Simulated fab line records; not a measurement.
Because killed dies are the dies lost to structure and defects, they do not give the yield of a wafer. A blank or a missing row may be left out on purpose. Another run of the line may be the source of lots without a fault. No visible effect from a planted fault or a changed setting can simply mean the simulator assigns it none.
fab line records | flow sky130
record: lots: 6 wafers: 18 lastDay: 50
route steps=708 shown GATE_OXIDE@198 POLY_GATE@204 RES_PROTECT@206 PAD_OPEN@708
lots that met no fault: from a run of the same line without faults
startH: hours from the record's first day to the start of the lot's first wafer shown | waitH: how many hours have passed since the lot's step before this one | " repeats the value in the row above | L1.1+2: one row covering several wafers at once | - either no value or no given start | * or withheld: withheld | < > ~ a bound
route shown NAME@n: names a module that has steps shown in the file, with the first one's number in the route | usual: mean/standard deviation of fault-free wafers | same: alike in all rows | chamber/n: place in a boat | sites: each site's reading | _std_site: their standard deviation | _edge_site: outer sites' mean less inner sites' | radiusMm: for every site, how far away it sits from the centre of the wafer | mask NAME#n: copy n | behind: the most recent tool/chamber to have shaped the wafer | hold: why the lot was held/for how many hours/how that ended | device: names the non-switching transistor (n, p or np) | end of line: the route-end tests of the same wafers | step lacking rows: just its recipe | killed: at the first sort, the dies lost to defects and structure; wafer yield is something else | map: shows each die of a wafer: x if killed, . if not, _ if none is there
set.NAME: the setting the step ran with; set.NAME@STEP: the setting that earlier step ran with | model.NAME: the simulator's own value behind a step, which no gauge read
lots seen at some steps along the route; tables by step, rows by wafer
services: when a tool's chamber went out of use (startH, in hours from the record's first day, below 0 if earlier), for how many hours, and the reason
== steps ==
step: SKY_GATE_OXIDE_IMPLANT_11
recipe: species: B energyKev: 10 doseCm2: 2.6e+12 tiltDeg: withheld
step: SKY_GATE_OXIDE_WET_ETCH_12
recipe: chemistry: dHF targetDepthNm: 16.8 dry: n2Spin target: SiO2 dilution: 100:1 tempC: 25 timeS: 336
step: SKY_GATE_OXIDE_STRIP_13
recipe: chemistry: O2/N2 powerW: 1400 pressureMtorr: 1500 platenTempC: withheld o2FlowSccm: 3000 n2FlowSccm: 300 overashFraction: 0.5
usual: drypumpMotorCurrentA: 5.8/0.36 oesProductAu: 0.716/0.0049 stripTimeToEndpointS: 14.18/0.035
columns lot.wafer tool chamber startH waitH drypumpMotorCurrentA oesProductAu rfHoursCounterH stripTimeToEndpointS
L150.3 plasmaAsher-02 1 349.11 0.0 5.4 0.719 - 14.09
L150.4 " 0 " " 4.9 0.711 - 14.12
L150.5 " 1 " " 5.4 0.712 - 14.15
L151.1 plasmaAsher-04 0 351.34 0.0 5.8 0.707 52 14.20
L151.5 " 0 " " 5.7 0.722 - 14.19
L151.6 " 1 " " 6.0 0.720 - 14.19
L164.2 plasmaAsher-04 0 454.00 0.0 5.8 0.721 63 14.17
L164.4 " 0 " " 5.7 0.718 - 14.20
L164.5 " 1 " " 5.9 0.714 - 14.16
L166.1 plasmaAsher-01 1 470.88 0.0 5.6 0.718 78 14.16
L166.4 " 1 " " 5.6 0.712 - 14.20
L166.5 " 1 " " 5.6 0.717 - 14.16
L167.1 plasmaAsher-04 0 480.51 0.0 5.8 0.712 65 14.17
L167.3 " 0 " " 5.8 0.713 - 14.15
L167.4 " 1 " " 5.9 0.722 - 14.12
L169.1 plasmaAsher-01 0 498.70 0.0 6.4 0.714 80 14.16
L169.2 " 1 " " 5.6 0.727 80 14.20
L169.6 " 0 " " 6.3 0.712 - 14.19
step: SKY_GATE_OXIDE_TW_MEAS_14
usual: GATE_OXIDE_TW: 225.1/1.7
columns lot.wafer tool chamber startH waitH GATE_OXIDE_TW
L150.3 filmMetro-03 - 349.19 0.1 227.2
L150.4 " - " " 227.7
L150.5 " - " " 227.8
L151.1 filmMetro-04 - 351.44 0.1 225.7
L151.5 " - " " 226.8
L151.6 " - " " 226.8
L164.2 filmMetro-02 - 454.11 0.1 223.3
L164.4 " - " " 223.9
L164.5 " - " " 225.0
L166.1 filmMetro-02 - 470.98 0.1 225.2
L166.4 " - " " 225.8
L166.5 " - " " 224.3
L167.1 filmMetro-02 - 480.61 0.1 224.4
L167.3 " - " " 225.3
L167.4 " - " " 224.2
L169.1 filmMetro-04 - 498.80 0.1 223.4
L169.2 " - " " 223.4
L169.6 " - " " 223.1
step: SKY_GATE_OXIDE_CLEAN_15
recipe: chemistry: SC1/SC2 mix: 1:4:20 tempC: 70 timeS: 150 dry: n2Spin
step: SKY_GATE_OXIDE_OXIDATION_16
recipe: tempC: 800 ambient: O2 idleTempC: 700 rampUpCPerMin: 10 rampDownCPerMin: 3 stabiliseS: 600 purgeS: 300 targetThkA: 35.7 oxTimeS: 1915
step: SKY_POLY_GATE_CVD_00
recipe: material: poly-Si targetThkNm: 180 tempC: 620 timeS: 720 pressureMtorr: 200
step: SKY_POLY_GATE_THK_MEAS_01
recipe: reads: poly-Si_of_POLY_GATE_CVD_00
usual: POLY_GATE_CVD_00_THK: 179.9/1.6
columns lot.wafer tool chamber startH waitH POLY_GATE_CVD_00_THK[nm]
L150.3 filmMetro-02 - 352.20 0.0 176.9
L150.4 " - " " 177.3
L150.5 " - " " 178.0
L151.1 filmMetro-02 - 356.12 0.0 181.6
L151.5 " - " " 181.1
L151.6 " - " " 180.8
L164.2 filmMetro-01 - 457.55 0.0 181.1
L164.4 " - " " 181.5
L164.5 " - " " 178.6
L166.1 filmMetro-02 - 475.38 0.0 179.9
L166.4 " - " " 179.7
L166.5 " - " " 179.9
L167.1 filmMetro-01 - 483.45 0.0 179.7
L167.3 " - " " 178.9
L167.4 " - " " 179.1
L169.1 filmMetro-01 - 502.59 0.0 179.2
L169.2 " - " " 180.1
L169.6 " - " " 180.0
step: SKY_RES_PROTECT_DEHYDRATE_00
recipe: tempC: 200 timeS: 60
step: SKY_RES_PROTECT_HMDS_01
recipe: primeTimeS: 60 primeTempC: 120
step: SKY_RES_PROTECT_COAT_02
recipe: resist: NOVOLAK spinRpm: 3000 resistThkNm: 1140
step: SKY_RES_PROTECT_SOFTBAKE_03
recipe: tempC: 90 timeS: 60 resist: NOVOLAK
step: SKY_RES_PROTECT_EXPOSE_04
recipe: maskId: RPM na: 0.6 sourceShape: conventional sigmaOuter: 0.6 polarization: unpolarized targetCdNm: 1270 doseMj: 131
columns lot.wafer tool chamber startH waitH mask model.RES_PROTECT.overlayXNm
L150.3+4+5 ilineStepper-02 0 366.47 - RPM#0 -1.191
L151.1+5+6 ilineStepper-01 0 370.95 - RPM#0 0.09989
L164.2+4+5 ilineStepper-02 0 473.13 - RPM#0 -102.9
L166.1+4+5 ilineStepper-02 0 491.18 - RPM#0 -102.2
L167.1+3+4 ilineStepper-01 0 499.18 - RPM#0 -0.0023
L169.1+2+6 ilineStepper-01 0 517.69 - RPM#0 -0.7821
step: SKY_RES_PROTECT_PEB_05
recipe: tempC: withheld timeS: * resist: NOVOLAK
step: SKY_PAD_OPEN_PROBE_99
usual: killed_at_M0_to_M3: 43/7 killed_at_M4_up: 3.1/1.9 killedAtContacts: 25/6.1 killedAtFrontEnd: 15/4.5 killedAtOther: 0.3/0.55 killedDies: 87/8.9 killedOnRim: 17/4 killedOpen: 47/6.4 killedShort: 40/6.6
same: grossDies: 492 killedAtBackSide: 0
columns lot.wafer tool chamber startH waitH killed_at_M0_to_M3 killed_at_M4_up killedAtContacts killedAtFrontEnd killedAtOther killedDies killedOnRim killedOpen killedShort
L151.1 prober-02 - 1110.62 0.1 36 4 32 11 0 83 18 41 42
L151.5 prober-02 - 1110.82 0.2 55 4 27 11 0 97 17 47 50
L151.6 prober-02 - 1110.87 0.2 43 3 38 14 2 100 22 45 55
L164.2 prober-02 - 1172.62 0.1 40 5 32 14 0 91 21 51 38
L164.4 prober-02 - 1172.72 0.2 46 2 31 8 0 87 10 53 34
L164.5 prober-02 - 1172.77 0.2 50 2 21 19 0 92 17 53 37
L166.1 prober-01 - 1185.26 0.1 53 1 21 18 0 93 16 50 43
L166.4 prober-01 - 1185.41 0.2 47 0 27 20 1 95 23 47 48
L166.5 prober-01 - 1185.46 0.2 48 3 22 11 0 84 17 43 41
killed by level:class
L151.1 CONTACT:geometricParticle:short=9 LOCAL_INTERCONNECT:geometricParticle:short=8 VIA2:geometricParticle:open=8 LI_CONTACT:geometricParticle:open=7 CONTACT:geometricParticle:open=6 VIA1:geometricParticle:open=6 METAL2:geometricParticle:short=6 FIELD_ISO:geometricParticle:short=4
L151.5 VIA1:geometricParticle:open=13 LI_CONTACT:geometricParticle:open=8 CONTACT:geometricParticle:open=8 METAL1:geometricParticle:short=8 METAL2:geometricParticle:short=6 CONTACT:geometricParticle:short=5 FIELD_ISO:geometricParticle:short=5 LOCAL_INTERCONNECT:geometricParticle:short=5
L151.6 CONTACT:geometricParticle:short=11 VIA2:geometricParticle:open=8 CONTACT:geometricParticle:open=8 LI_CONTACT:geometricParticle:open=7 LOCAL_INTERCONNECT:geometricParticle:short=6 VIA1:geometricParticle:open=6 VIA3:geometricParticle:open=6 METAL2:geometricParticle:short=6
L164.2 LI_CONTACT:geometricParticle:open=11 CONTACT:geometricParticle:open=10 VIA3:geometricParticle:open=8 LOCAL_INTERCONNECT:geometricParticle:short=7 POLY_GATE:geometricParticle:short=5 VIA1:geometricParticle:open=5 METAL1:geometricParticle:open=4 METAL1:geometricParticle:short=4
L164.4 CONTACT:geometricParticle:open=12 VIA3:geometricParticle:open=9 LI_CONTACT:geometricParticle:open=8 VIA1:geometricParticle:open=8 VIA2:geometricParticle:open=7 METAL1:geometricParticle:short=5 FIELD_ISO:geometricParticle:short=4 CONTACT:geometricParticle:short=4
L164.5 VIA2:geometricParticle:open=12 VIA3:geometricParticle:open=9 VIA1:geometricParticle:open=8 CONTACT:geometricParticle:open=8 METAL1:geometricParticle:short=6 METAL2:geometricParticle:short=6 LI_CONTACT:geometricParticle:open=5 FIELD_ISO:geometricParticle:short=4
L166.1 VIA3:geometricParticle:open=13 CONTACT:geometricParticle:open=10 METAL2:geometricParticle:short=10 VIA1:geometricParticle:open=7 VIA2:geometricParticle:open=7 FIELD_ISO:geometricParticle:short=6 LI_CONTACT:geometricParticle:open=5 POLY_GATE:geometricParticle:short=4
L166.4 VIA1:geometricParticle:open=13 CONTACT:geometricParticle:open=8 POLY_GATE:geometricParticle:open=6 LOCAL_INTERCONNECT:geometricParticle:short=6 VIA3:geometricParticle:open=6 METAL1:geometricParticle:short=6 METAL2:geometricParticle:short=6 VIA1:geometricParticle:short=5
L166.5 CONTACT:geometricParticle:open=11 VIA1:geometricParticle:open=10 VIA3:geometricParticle:open=9 VIA2:geometricParticle:open=6 METAL1:geometricParticle:short=6 POLY_GATE:geometricParticle:short=5 METAL2:geometricParticle:short=5 VIA1:geometricParticle:short=4
== services ==
columns tool chamber startH hours kind
ilineStepper-02 - 353.35 4.4 pm
ilineStepper-01 - 387.25 1.7 pm
ilineStepper-01 0 407.89 - calibration
plasmaAsher-02 - 421.25 9.0 pm
plasmaAsher-02 0 421.25 9.0 ventCycle
plasmaAsher-02 1 421.25 9.0 ventCycle
plasmaAsher-02 0 430.25 - clean
plasmaAsher-02 1 430.25 - clean
plasmaAsher-02 - 436.40 1.2 repair
ilineStepper-02 0 463.68 - calibration
plasmaAsher-02 - 498.19 2.2 repair
== key ==
firstSign none at tools or gauges
modelEffect: step: SKY_RES_PROTECT_EXPOSE_04 value: RES_PROTECT.overlayXNm without: 0.1078 struck: -102.5
metAt SKY_RES_PROTECT_EXPOSE_04
struckWafers L164.2,L164.4,L164.5,L166.1,L166.4,L166.5
testerLeftOut L164,L166
onsetBetween 366.47 473.13
fault: kind: scannerMatchingOverlay tool: ilineStepper-02 chamber: - onsetH: 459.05 steps: SKY_RES_PROTECT_EXPOSE_04 offset: -102.64
testerLeftOut: of these lots the tester's yield and bins aren't shown, on N5 and GAA mostly nor the transistor test; their killed dies are dies lost to structure and defects alone, not to doping, threshold or leakage, so they don't give the yield
